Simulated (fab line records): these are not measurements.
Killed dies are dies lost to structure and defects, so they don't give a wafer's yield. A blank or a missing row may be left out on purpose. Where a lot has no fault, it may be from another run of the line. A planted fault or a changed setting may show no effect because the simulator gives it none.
fab line records	flow gf180mcu	part 1 of 2: steps 1 to 29 of 37
record lots=5	wafers=15	last_day=33
route steps=602 shown VT_IMPLANT@140 DUAL_GATE@141 POLY_GATE@157 HV_LDD@176
lots untouched by any fault: they come from a run of this same line in which no faults occurred
start_h: hours from the record's opening day to when the first of the lot's shown wafers began	wait_h: hours elapsed since this lot's preceding step	" the same as in the row above	L1.1+2: several wafers, shown together as one row	- no value, or no start was given	* or withheld: withheld	< > ~ a bound
route shown NAME@n: a module of which the file shows steps, and the number in the route of the first	usual: the fault-free wafers' mean and standard deviation	same: alike in all rows	chamber/n: place in a boat	sites: each site's reading	_std_site: how widely they spread, as a standard deviation	_edge_site: inner sites' mean taken away from outer sites' mean	radius_mm: for every site, how far away it sits from the centre of the wafer	mask NAME#n: copy n	behind: the tool/chamber that last shaped the wafer	hold: what put the lot on hold/how long, in hours/how the hold closed	device: whichever transistor did not switch (one of n, p or np)	end of line: the route-end tests of the same wafers	a step with no rows: only its recipe	killed: the dies lost at the first sort to structure and to defects; this is not the yield of the wafer	map: the dies of a wafer, with x for killed, . for not killed, _ for no die there
set.NAME: the setting the step ran with; set.NAME@STEP: the setting that earlier step ran with	model.NAME: the simulator's own value behind a step, which no gauge read
certain route steps with their lots: each step a table, each wafer a row
services: a tool's chamber out of use, with start hour (start_h, from the record's first day; less than 0 if before it), hours out, and reason
## steps
# step GF_VT_IMPLANT_WET_ETCH_50
# recipe chemistry=dHF	target_depth_nm=20	target=SiO2	temp_c=25	dilution=100:1	time_s=388.2
lot.wafer	tool	chamber	start_h	wait_h
L074.1+4+6	wet_bench-02	1	153.71	0.1
L076.2+5+6	wet_bench-01	3	171.47	0.1
L078.1+2+5	wet_bench-02	3	179.21	0.1
L080.1+2+4	wet_bench-03	3	194.83	0.1
L092.3+4+5	wet_bench-02	0	277.15	0.1
# step GF_DUAL_GATE_CLEAN_00
# recipe chemistry=SC1/SC2	mix=1:4:20	temp_c=70	time_s=150
lot.wafer	tool	chamber	start_h	wait_h
L074.1+4+6	wet_bench-01	3	153.83	0.0
L076.2+5+6	wet_bench-02	1	171.59	0.0
L078.1+2+5	wet_bench-03	1	179.32	0.0
L080.1+2+4	wet_bench-02	2	194.94	0.0
L092.3+4+5	wet_bench-01	0	277.27	0.0
# step GF_DUAL_GATE_CLEAN_01
# recipe chemistry=dHF	time_s=20	dilution=100:1	dry=ipa_marangoni
lot.wafer	tool	chamber	start_h	wait_h
L074.1+4+6	wet_bench-03	3	153.88	0.0
L076.2+5+6	wet_bench-01	2	171.64	0.0
L078.1+2+5	wet_bench-02	0	179.37	0.0
L080.1+2+4	wet_bench-03	1	195.00	0.0
L092.3+4+5	wet_bench-02	2	277.32	0.0
# step GF_DUAL_GATE_OXIDATION_02
# recipe temp_c=900	ambient=O2	stabilise_s=600	purge_s=300	target_thk_a=108.87	ox_time_s=1602
# usual ox_temp_c=900.0/0.38	spike_tc_centre_C=900.0/1.6
lot.wafer	tool	chamber	start_h	wait_h	ox_temp_c	spike_tc_centre_C
L074.1	furnace-02	0	154.63	0.7	900.2	900.4
L074.4	"	0	"	"	900.5	902.1
L074.6	"	0	"	"	900.7	901.2
L076.2	furnace-01	0	171.79	0.1	899.9	898.4
L076.5	"	0	"	"	900.0	898.1
L076.6	"	0	"	"	899.9	896.5
L078.1	furnace-02	0	179.39	0.0	899.5	900.6
L078.2	"	0	"	"	899.9	900.9
L078.5	"	0	"	"	899.5	901.1
L080.1	furnace-01	0	195.02	0.0	900.6	899.6
L080.2	"	0	"	"	900.0	896.6
L080.4	"	0	"	"	900.1	898.9
L092.3	furnace-01	0	277.76	0.4	900.4	898.9
L092.4	"	0	"	"	900.4	898.2
L092.5	"	0	"	"	899.9	899.3
# step GF_DUAL_GATE_THK_MEAS_03
# recipe reads=SiO2_of_DUAL_GATE_OXIDATION_02
# usual DUAL_GATE_OXIDATION_00_THK=10.84/0.21
lot.wafer	tool	chamber	start_h	wait_h	DUAL_GATE_OXIDATION_00_THK[nm]
L074.1	film_metro-04	-	156.08	0.0	11.15
L074.4	"	-	"	"	11.17
L074.6	"	-	"	"	11.26
L076.2	film_metro-04	-	173.24	0.0	10.70
L076.5	"	-	"	"	10.71
L076.6	"	-	"	"	10.82
L078.1	film_metro-02	-	180.83	0.0	10.99
L078.2	"	-	"	"	10.86
L078.5	"	-	"	"	10.89
L080.1	film_metro-02	-	196.46	0.0	10.60
L080.2	"	-	"	"	10.43
L080.4	"	-	"	"	10.78
L092.3	film_metro-04	-	279.23	0.0	10.65
L092.4	"	-	"	"	10.55
L092.5	"	-	"	"	10.77
# step GF_DUAL_GATE_DEHYDRATE_04
# recipe temp_c=200	time_s=60
# usual heater_power_total_W=160.37/0.14
lot.wafer	tool	chamber	start_h	wait_h	heater_power_total_W
L074.1	litho_track-02	0	163.40	7.3	160.19
L074.4	"	0	"	"	160.19
L074.6	"	0	"	"	160.49
L076.2	litho_track-04	0	180.87	7.6	160.55
L076.5	"	0	"	"	160.60
L076.6	"	0	"	"	160.10
L078.1	litho_track-02	0	188.55	7.7	160.58
L078.2	"	0	"	"	160.33
L078.5	"	0	"	"	160.42
L080.1	litho_track-04	0	204.90	8.4	160.42
L080.2	"	0	"	"	160.49
L080.4	"	0	"	"	160.37
L092.3	litho_track-04	0	288.60	9.4	160.55
L092.4	"	0	"	"	160.51
L092.5	"	0	"	"	160.47
# step GF_DUAL_GATE_HMDS_05
# recipe prime_time_s=60	prime_temp_c=120
lot.wafer	tool	chamber	start_h	wait_h
L074.1+4+6	litho_track-02	0	163.55	0.1
L076.2+5+6	litho_track-04	0	181.02	0.1
L078.1+2+5	litho_track-02	0	188.70	0.1
L080.1+2+4	litho_track-04	0	205.05	0.1
L092.3+4+5	litho_track-04	0	288.75	0.1
# step GF_DUAL_GATE_COAT_06
# recipe resist=NOVOLAK	spin_rpm=3000	resist_thk_nm=1000
# usual dispense_pressure_kPa=51.7/1.3
lot.wafer	tool	chamber	start_h	wait_h	dispense_pressure_kPa
L074.1	litho_track-02	0	163.70	0.1	51.7
L074.4	"	0	"	"	51.7
L074.6	"	0	"	"	51.7
L076.2	litho_track-04	0	181.17	0.1	53.3
L076.5	"	0	"	"	53.3
L076.6	"	0	"	"	53.3
L078.1	litho_track-02	0	188.85	0.1	51.7
L078.2	"	0	"	"	51.7
L078.5	"	0	"	"	51.7
L080.1	litho_track-04	0	205.20	0.1	53.3
L080.2	"	0	"	"	53.3
L080.4	"	0	"	"	53.3
L092.3	litho_track-04	0	288.90	0.1	53.3
L092.4	"	0	"	"	53.3
L092.5	"	0	"	"	53.3
# step GF_DUAL_GATE_SOFTBAKE_07
# recipe temp_c=90	time_s=60	resist=NOVOLAK
# usual heater_power_total_W=56.60/0.049
lot.wafer	tool	chamber	start_h	wait_h	heater_power_total_W
L074.1	litho_track-02	0	163.85	0.1	56.54
L074.4	"	0	"	"	56.49
L074.6	"	0	"	"	56.58
L076.2	litho_track-04	0	181.32	0.1	56.60
L076.5	"	0	"	"	56.63
L076.6	"	0	"	"	56.56
L078.1	litho_track-02	0	189.00	0.1	56.64
L078.2	"	0	"	"	56.62
L078.5	"	0	"	"	56.58
L080.1	litho_track-04	0	205.35	0.1	56.61
L080.2	"	0	"	"	56.54
L080.4	"	0	"	"	56.53
L092.3	litho_track-04	0	289.05	0.1	56.58
L092.4	"	0	"	"	56.60
L092.5	"	0	"	"	56.57
# step GF_DUAL_GATE_EXPOSE_08
# recipe mask_id=Dualgate	target_cd_nm=700	na=0.6	source_shape=conventional	sigma_outer=0.6	dose_mj=140
lot.wafer	tool	chamber	start_h	wait_h	mask
L074.1+4+6	iline_stepper-02	0	-	-	Dualgate#0
L076.2+5+6	iline_stepper-01	0	-	-	Dualgate#0
L078.1+2+5	iline_stepper-01	0	-	-	Dualgate#0
L080.1+2+4	iline_stepper-01	0	-	-	Dualgate#0
L092.3+4+5	iline_stepper-02	0	-	-	Dualgate#0
# step GF_DUAL_GATE_PEB_09
# recipe temp_c=withheld	time_s=*	resist=NOVOLAK
lot.wafer	tool	chamber	start_h	wait_h
L074.1+4+6	litho_track-03	0	-	-
L076.2+5+6	litho_track-04	0	-	-
L078.1+2+5	litho_track-04	0	-	-
L080.1+2+4	litho_track-03	0	-	-
L092.3+4+5	litho_track-03	0	-	-
# step GF_DUAL_GATE_DEVELOP_10
# recipe develop_time_s=60	dev_temp_c=23
lot.wafer	tool	chamber	start_h	wait_h
L074.1+4+6	litho_track-03	0	171.89	0.1
L076.2+5+6	litho_track-04	0	189.82	0.1
L078.1+2+5	litho_track-04	0	196.75	0.1
L080.1+2+4	litho_track-03	0	213.99	0.1
L092.3+4+5	litho_track-03	0	299.09	0.1
# step GF_DUAL_GATE_OVL_MEAS_11
# usual DUAL_GATE_OVL=-0.2/1.2
lot.wafer	tool	chamber	start_h	wait_h	DUAL_GATE_OVL[nm]
L074.1	overlay-01	-	172.04	0.1	-1.9
L074.4	"	-	"	"	0.1
L074.6	"	-	"	"	0.6
L076.2	overlay-02	-	189.95	0.1	-1.5
L076.5	"	-	"	"	-0.6
L076.6	"	-	"	"	0.1
L078.1	overlay-02	-	196.90	0.1	0.2
L078.2	"	-	"	"	0.8
L078.5	"	-	"	"	0.2
L080.1	overlay-02	-	214.14	0.1	1.0
L080.2	"	-	"	"	1.1
L080.4	"	-	"	"	-1.5
L092.3	overlay-02	-	299.20	0.1	-1.8
L092.4	"	-	"	"	-2.0
L092.5	"	-	"	"	0.8
# step GF_DUAL_GATE_WET_ETCH_12
# recipe chemistry=dHF	target_depth_nm=13	dry=n2_spin	target=SiO2	temp_c=25	dilution=100:1	time_s=260
lot.wafer	tool	chamber	start_h	wait_h
L074.1+4+6	wet_bench-03	1	172.08	0.0
L076.2+5+6	wet_bench-03	1	189.98	0.0
L078.1+2+5	wet_bench-03	2	196.93	0.0
L080.1+2+4	wet_bench-03	2	214.18	0.0
L092.3+4+5	wet_bench-02	1	299.23	0.0
# step GF_DUAL_GATE_STRIP_13
# recipe chemistry=O2/N2	power_w=1400	pressure_mtorr=1500	platen_temp_c=250	o2_flow_sccm=3000	n2_flow_sccm=300	overash_fraction=0.5
# usual chamber_pressure_mTorr=1500.0/1.4	drypump_motor_current_A=6.1/0.5	heater_power_w=321/20	n2_flow_sccm=299.9/0.88	oes_product_au=0.716/0.0048	strip_time_to_endpoint_s=12.63/0.033
# same overash_fraction=0.5
lot.wafer	tool	chamber	start_h	wait_h	chamber_pressure_mTorr	drypump_motor_current_A	heater_power_w	n2_flow_sccm	oes_product_au	rf_hours_counter_h	strip_time_to_endpoint_s
L074.1	plasma_asher-02	1	172.16	0.0	1500.3	6.5	305	300.7	0.718	50	12.61
L074.4	"	1	"	"	1498.7	6.5	306	301.0	0.717	-	12.63
L074.6	"	1	"	"	1500.6	6.4	315	300.8	0.718	-	12.62
L076.2	plasma_asher-03	0	190.06	0.0	1501.5	5.8	316	299.9	0.722	39	12.62
L076.5	"	0	"	"	1500.7	5.8	313	299.9	0.716	-	12.57
L076.6	"	1	"	"	1500.6	6.8	358	300.9	0.720	-	12.58
L078.1	plasma_asher-02	1	197.01	0.0	1500.0	6.5	304	301.0	0.717	53	12.66
L078.2	"	0	"	"	1499.6	5.7	311	299.0	0.713	53	12.61
L078.5	"	1	"	"	1499.2	6.4	310	299.9	0.721	-	12.62
L080.1	plasma_asher-03	0	214.26	0.0	1499.4	5.8	316	299.5	0.716	42	12.64
L080.2	"	1	"	"	1504.5	6.8	357	299.9	0.717	42	12.63
L080.4	"	0	"	"	1500.6	5.8	308	298.9	0.713	-	12.69
L092.3	plasma_asher-02	1	299.34	0.0	1502.1	6.5	305	300.1	0.713	-	12.62
L092.4	"	0	"	"	1499.4	5.6	314	299.6	0.717	-	12.61
L092.5	"	1	"	"	1497.9	6.5	303	300.6	0.725	-	12.58
# step GF_DUAL_GATE_CLEAN_14
# recipe chemistry=SC1/SC2	mix=1:4:20	temp_c=70	time_s=150	dry=n2_spin
lot.wafer	tool	chamber	start_h	wait_h
L074.1+4+6	wet_bench-01	3	172.26	0.1
L076.2+5+6	wet_bench-02	1	190.16	0.1
L078.1+2+5	wet_bench-02	2	197.11	0.1
L080.1+2+4	wet_bench-02	3	214.36	0.1
L092.3+4+5	wet_bench-03	2	299.41	0.0
# step GF_DUAL_GATE_OXIDATION_15
# recipe temp_c=850	ambient=O2	stabilise_s=600	purge_s=300	target_thk_a=70.98	ox_time_s=1995
# usual ox_temp_c=850.0/0.4	spike_tc_centre_C=850.3/1.5
lot.wafer	tool	chamber	start_h	wait_h	ox_temp_c	spike_tc_centre_C
L074.1	furnace-02	0	172.88	0.6	851.0	851.3
L074.4	"	0	"	"	850.5	851.7
L074.6	"	0	"	"	850.6	852.4
L076.2	furnace-02	0	190.49	0.3	849.5	851.6
L076.5	"	0	"	"	850.0	852.3
L076.6	"	0	"	"	850.1	850.8
L078.1	furnace-02	0	197.21	0.0	850.3	851.0
L078.2	"	0	"	"	850.4	851.8
L078.5	"	0	"	"	850.1	851.9
L080.1	furnace-02	0	214.41	0.0	849.9	851.4
L080.2	"	0	"	"	850.0	852.4
L080.4	"	0	"	"	849.9	851.7
L092.3	furnace-01	0	299.46	0.0	850.2	850.2
L092.4	"	0	"	"	849.9	849.2
L092.5	"	0	"	"	850.2	849.8
# step GF_POLY_GATE_CVD_00
# recipe material=poly-Si	target_thk_nm=200	temp_c=620	time_s=1200	pressure_mtorr=194.5
# usual pressure_mtorr=194.5/0.39	spike_tc_centre_C=621.1/1.2
lot.wafer	tool	chamber	start_h	wait_h	pressure_mtorr	spike_tc_centre_C
L074.1	lpcvd-02	1	174.44	0.0	194.8	621.4
L074.4	"	1	"	"	194.9	621.9
L074.6	"	1	"	"	194.7	621.5
L076.2	lpcvd-01	1	192.05	0.0	194.1	618.3
L076.5	"	1	"	"	194.7	619.5
L076.6	"	1	"	"	194.7	620.1
L078.1	lpcvd-02	1	198.76	0.0	194.6	621.8
L078.2	"	1	"	"	194.8	623.8
L078.5	"	1	"	"	194.7	622.9
L080.1	lpcvd-02	0	215.96	0.0	194.9	621.5
L080.2	"	0	"	"	194.3	622.7
L080.4	"	0	"	"	194.4	621.3
L092.3	lpcvd-01	1	301.91	0.9	194.3	620.5
L092.4	"	1	"	"	193.8	620.4
L092.5	"	1	"	"	194.4	618.2
# step GF_POLY_GATE_THK_MEAS_01
# recipe reads=poly-Si_of_POLY_GATE_CVD_00
# usual POLY_GATE_CVD_00_THK=196.4/2.1
lot.wafer	tool	chamber	start_h	wait_h	POLY_GATE_CVD_00_THK[nm]
L074.1	film_metro-03	-	175.78	0.0	199.5
L074.4	"	-	"	"	200.4
L074.6	"	-	"	"	201.4
L076.2	film_metro-04	-	194.06	0.0	198.1
L076.5	"	-	"	"	195.4
L076.6	"	-	"	"	195.9
L078.1	film_metro-03	-	200.10	0.0	193.3
L078.2	"	-	"	"	195.5
L078.5	"	-	"	"	196.0
L080.1	film_metro-04	-	217.30	0.0	195.3
L080.2	"	-	"	"	194.2
L080.4	"	-	"	"	195.0
L092.3	film_metro-04	-	303.93	0.0	196.6
L092.4	"	-	"	"	196.2
L092.5	"	-	"	"	196.4
# step GF_POLY_GATE_DEHYDRATE_02
# recipe temp_c=200	time_s=60
# usual heater_power_total_W=160.38/0.12
lot.wafer	tool	chamber	start_h	wait_h	heater_power_total_W
L074.1	litho_track-03	0	183.34	7.6	160.34
L074.4	"	0	"	"	160.36
L074.6	"	0	"	"	160.27
L076.2	litho_track-01	0	201.85	7.8	160.38
L076.5	"	0	"	"	160.44
L076.6	"	0	"	"	160.53
L078.1	litho_track-02	0	208.60	8.5	160.55
L078.2	"	0	"	"	160.46
L078.5	"	0	"	"	160.36
L080.1	litho_track-03	0	225.69	8.4	160.49
L080.2	"	0	"	"	160.56
L080.4	"	0	"	"	160.55
L092.3	litho_track-01	0	313.88	9.9	160.24
L092.4	"	0	"	"	160.43
L092.5	"	0	"	"	160.44
# step GF_POLY_GATE_HMDS_03
# recipe prime_time_s=60	prime_temp_c=120
lot.wafer	tool	chamber	start_h	wait_h
L074.1+4+6	litho_track-03	0	183.49	0.1
L076.2+5+6	litho_track-01	0	202.00	0.1
L078.1+2+5	litho_track-02	0	208.75	0.1
L080.1+2+4	litho_track-03	0	225.84	0.1
L092.3+4+5	litho_track-01	0	314.03	0.1
# step GF_POLY_GATE_COAT_04
# recipe resist=BARC	temp_c=withheld	time_s=withheld	spin_rpm=withheld	resist_thk_nm=withheld
# usual dispense_pressure_kPa=51.8/1.7
lot.wafer	tool	chamber	start_h	wait_h	dispense_pressure_kPa
L074.1	litho_track-03	0	183.64	0.1	49.8
L074.4	"	0	"	"	49.8
L074.6	"	0	"	"	49.9
L076.2	litho_track-01	0	202.15	0.1	54.2
L076.5	"	0	"	"	54.1
L076.6	"	0	"	"	54.1
L078.1	litho_track-02	0	208.90	0.1	51.6
L078.2	"	0	"	"	51.6
L078.5	"	0	"	"	51.6
L080.1	litho_track-03	0	225.99	0.1	49.8
L080.2	"	0	"	"	49.8
L080.4	"	0	"	"	49.8
L092.3	litho_track-01	0	314.18	0.1	54.1
L092.4	"	0	"	"	54.2
L092.5	"	0	"	"	54.2
# step GF_POLY_GATE_COAT_05
# recipe resist=KrF	spin_rpm=withheld	resist_thk_nm=700
# usual dispense_pressure_kPa=51.9/1.7
lot.wafer	tool	chamber	start_h	wait_h	dispense_pressure_kPa
L074.1	litho_track-03	0	-	-	49.9
L074.4	"	0	"	"	49.9
L074.6	"	0	"	"	49.8
L076.2	litho_track-01	0	-	-	54.2
L076.5	"	0	"	"	54.2
L076.6	"	0	"	"	54.2
L078.1	litho_track-02	0	-	-	51.6
L078.2	"	0	"	"	51.6
L078.5	"	0	"	"	51.6
L080.1	litho_track-03	0	-	-	49.8
L080.2	"	0	"	"	49.8
L080.4	"	0	"	"	49.8
L092.3	litho_track-01	0	-	-	54.2
L092.4	"	0	"	"	54.1
L092.5	"	0	"	"	54.2
# step GF_POLY_GATE_SOFTBAKE_06
# recipe temp_c=130	time_s=60	resist=KrF
# usual heater_power_total_W=93.05/0.061
lot.wafer	tool	chamber	start_h	wait_h	heater_power_total_W
L074.1	litho_track-03	0	-	-	93.12
L074.4	"	0	"	"	93.10
L074.6	"	0	"	"	92.92
L076.2	litho_track-01	0	-	-	93.00
L076.5	"	0	"	"	93.00
L076.6	"	0	"	"	93.02
L078.1	litho_track-02	0	-	-	93.02
L078.2	"	0	"	"	93.09
L078.5	"	0	"	"	93.05
L080.1	litho_track-03	0	-	-	93.03
L080.2	"	0	"	"	93.11
L080.4	"	0	"	"	93.17
L092.3	litho_track-01	0	-	-	93.01
L092.4	"	0	"	"	93.06
L092.5	"	0	"	"	93.00
# step GF_POLY_GATE_EXPOSE_07
# recipe mask_id=Poly2	target_cd_nm=280	na=0.68	source_shape=conventional	sigma_outer=0.6	dose_mj=28
lot.wafer	tool	chamber	start_h	wait_h	mask
L074.1+4+6	krf_scanner-01	0	-	-	Poly2#0
L076.2+5+6	krf_scanner-01	0	-	-	Poly2#0
L078.1+2+5	krf_scanner-02	0	-	-	Poly2#0
L080.1+2+4	krf_scanner-01	0	-	-	Poly2#0
L092.3+4+5	krf_scanner-02	0	-	-	Poly2#0
# step GF_POLY_GATE_PEB_08
# recipe peb_temp_c=135	peb_time_s=90	resist=KrF
# usual heater_power_total_W=85.70/0.087
lot.wafer	tool	chamber	start_h	wait_h	heater_power_total_W
L074.1	litho_track-03	0	-	-	85.73
L074.4	"	0	"	"	85.65
L074.6	"	0	"	"	85.82
L076.2	litho_track-01	0	-	-	85.71
L076.5	"	0	"	"	85.77
L076.6	"	0	"	"	85.69
L078.1	litho_track-03	0	-	-	85.70
L078.2	"	0	"	"	85.56
L078.5	"	0	"	"	85.67
L080.1	litho_track-02	0	-	-	85.63
L080.2	"	0	"	"	85.63
L080.4	"	0	"	"	85.72
L092.3	litho_track-02	0	-	-	85.62
L092.4	"	0	"	"	85.85
L092.5	"	0	"	"	85.69
# step GF_POLY_GATE_DEVELOP_09
# recipe develop_time_s=60	resist=KrF	dev_temp_c=21
lot.wafer	tool	chamber	start_h	wait_h
L074.1+4+6	litho_track-03	0	192.59	0.2
L076.2+5+6	litho_track-01	0	211.15	0.2
L078.1+2+5	litho_track-03	0	217.54	0.2
L080.1+2+4	litho_track-02	0	234.60	0.2
L092.3+4+5	litho_track-02	0	325.10	0.1
# step GF_POLY_GATE_CD_MEAS_10
# recipe target_cd_nm=280
# usual cd_nm=280.2/1.1
lot.wafer	tool	chamber	start_h	wait_h	cd_nm
L074.1	cd_sem-02	-	192.74	0.1	279.4
L074.4	"	-	"	"	279.6
L074.6	"	-	"	"	279.6
L076.2	cd_sem-01	-	211.30	0.1	280.4
L076.5	"	-	"	"	281.0
L076.6	"	-	"	"	281.2
L078.1	cd_sem-02	-	217.69	0.1	281.9
L078.2	"	-	"	"	281.4
L078.5	"	-	"	"	281.1
L080.1	cd_sem-01	-	234.75	0.1	281.8
L080.2	"	-	"	"	281.4
L080.4	"	-	"	"	280.4
L092.3	cd_sem-01	-	325.24	0.1	280.2
L092.4	"	-	"	"	279.7
L092.5	"	-	"	"	280.2
# step GF_POLY_GATE_OVL_MEAS_11
# usual POLY_GATE_OVL=-1/5.3
lot.wafer	tool	chamber	start_h	wait_h	POLY_GATE_OVL[nm]
L074.1	overlay-02	-	192.86	0.1	-6
L074.4	"	-	"	"	-6
L074.6	"	-	"	"	0
L076.2	overlay-01	-	211.40	0.1	4
L076.5	"	-	"	"	6
L076.6	"	-	"	"	1
L078.1	overlay-02	-	217.81	0.1	-7
L078.2	"	-	"	"	-1
L078.5	"	-	"	"	-7
L080.1	overlay-01	-	234.87	0.1	2
L080.2	"	-	"	"	-1
L080.4	"	-	"	"	13
L092.3	overlay-01	-	325.33	0.1	6
L092.4	"	-	"	"	1
L092.5	"	-	"	"	-5
